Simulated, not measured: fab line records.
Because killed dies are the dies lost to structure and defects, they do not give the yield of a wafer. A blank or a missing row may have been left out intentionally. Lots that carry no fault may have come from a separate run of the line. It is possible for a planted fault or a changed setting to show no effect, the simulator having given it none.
One fault seen from 2 desks :: flow gf180mcu :: each desk has only its own numbers; what lay behind them comes last

== AT THE TOOL OWNER'S DESK: pvd_sputter-04 ==
The tool's own readings at GF_MIM_SPUTTER_02 (material AlCu, target thk 450 nm, time 23.9 s): means of the sampled wafers that have a number, for each lot that ran on this tool. If a lot's mean is further than 4 standard deviations from the usual mean, the lot is out of limits and carries the mark OUT (the distance appears in the brackets).
Columns: A = throttle_valve_pct at GF_MIM_SPUTTER_02, usual 29.5 %
lot: L599
first seen here: day 25 05:26
A: 29.6

lot: L601
first seen here: day 26 07:50
A: 30.9

lot: L604
first seen here: day 27 00:04
A: 30.2

lot: L606
first seen here: day 27 21:07
A: 30.2

lot: L610
first seen here: day 28 23:26
A: 29.6

lot: L611
first seen here: day 29 00:59
A: 29.6

lot: L612
first seen here: day 29 07:23
A: 29.5
Result from this desk: across the 7 lots, nothing is out of limits.

== FROM THE METROLOGY DESK ==
What the gauges read for every lot (on any tool): the sampled wafers with a number, averaged. If a lot's mean is further than 4 standard deviations from the usual mean, the lot is out of limits and carries the mark OUT (the distance appears in the brackets).
Columns: A = PASSIVATION_CVD_00_THK at GF_PASSIVATION_THK_MEAS_01, usual 995 nm
lot: L599
first seen here: day 28 19:59
A: 1010

lot: L601
first seen here: day 29 17:45
A: 986

lot: L603
first seen here: day 30 07:12
A: 981

lot: L604
first seen here: day 30 10:37
A: 1000

lot: L605
first seen here: day 31 00:51
A: 989

lot: L606
first seen here: day 31 05:10
A: 985

lot: L610
first seen here: day 32 05:10
A: 995

lot: L611
first seen here: day 32 06:01
A: 1002

lot: L612
first seen here: day 32 12:07
A: 991

lot: L616
first seen here: day 33 12:22
A: 1012

lot: L617
first seen here: day 33 16:14
A: 993

lot: L619
first seen here: day 34 03:22
A: 991

lot: L620
first seen here: day 34 16:14
A: 992
Result from this desk: across the 13 lots, nothing is out of limits.

== PUT TOGETHER ==
Nothing out of limits was seen by the tool owner's desk.
From the metrology desk's view, nothing was out of limits.

== WHAT THE SIMULATOR PUT IN ==
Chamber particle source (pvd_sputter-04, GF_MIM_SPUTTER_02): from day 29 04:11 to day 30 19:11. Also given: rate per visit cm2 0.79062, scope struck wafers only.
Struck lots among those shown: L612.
